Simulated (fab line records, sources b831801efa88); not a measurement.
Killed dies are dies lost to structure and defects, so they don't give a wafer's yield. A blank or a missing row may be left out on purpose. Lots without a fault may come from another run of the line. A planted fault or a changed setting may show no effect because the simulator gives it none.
Which tool did it? | flow sfq_line | 7 lots, 21 wafers sampled, at 3 steps of a route of 325

WHAT THE GAUGES READ, wafer by wafer
SFQ_I2_BOW_MEAS_917.
lot  | measured     | on            | I2_BOW (um)
L558 | day 20 20:58 | film_metro-04 | 11 7 -3
L561 | day 22 23:34 | film_metro-03 | 13 6 9
L568 | day 25 20:30 | film_metro-04 | 7 7 12
L574 | day 28 05:30 | film_metro-03 | -2 -2 -11
L576 | day 29 08:07 | film_metro-04 | -4 8 -4
L578 | day 29 20:05 | film_metro-03 | 3 -2 3
L580 | day 30 08:32 | film_metro-03 | 7 -12 3

WHICH TOOL RAN EACH LOT (tool, then ch and the chambers of the sampled wafers, then the start)
lot  | SFQ_TRILAYER_I2_DEP_PECVD_063   | SFQ_TRILAYER_I2_CMP_CMP_064
L558 | pecvd-02 ch 0,1, day 20 17:52   | cmp-02 ch 1,3, day 20 17:56
L561 | pecvd-02 ch 0,2, day 22 19:09   | cmp-01 ch 0,1,3, day 22 22:01
L568 | pecvd-01 ch 0,2, day 25 03:31   | cmp-02 ch 1,2, day 25 17:30
L574 | pecvd-02 ch 0,2, day 27 00:14   | cmp-02 ch 0,1,3, day 28 03:00
L576 | pecvd-04 ch 0,2, day 27 21:20   | cmp-01 ch 0,1, day 29 05:05
L578 | pecvd-04 ch 0,1,2, day 28 10:20 | cmp-01 ch 0,2,3, day 29 17:35
L580 | pecvd-02 ch 0,2, day 29 00:50   | cmp-02 ch 0,2, day 30 05:30
- SFQ_TRILAYER_I2_DEP_PECVD_063: deposits SiO2 from SiH4/N2O, time 111.11 s, target thk 500 nm.
- SFQ_TRILAYER_I2_CMP_CMP_064: polishes SiO2.

THE ANSWER, worked out from the rows above alone
Rule: what is usual is taken from the lots themselves. Put in order of their means at a reading, lots are off if they are a third of the lots or fewer, leave a main group of 4 or more, and stand apart from it by a gap of 3 or more times the standard deviation of the main group's means; of several such gaps the widest counts. A main group whose means are all the same, to the digits that the tables above print for the reading, isn't used. A lot without any number at a reading at which 4 lots or more have one is off too. The other lots that the step has rows for count as sound.
No lot is off at any reading shown: from this, nothing can be told.

WHAT THE SIMULATOR HAD PUT IN
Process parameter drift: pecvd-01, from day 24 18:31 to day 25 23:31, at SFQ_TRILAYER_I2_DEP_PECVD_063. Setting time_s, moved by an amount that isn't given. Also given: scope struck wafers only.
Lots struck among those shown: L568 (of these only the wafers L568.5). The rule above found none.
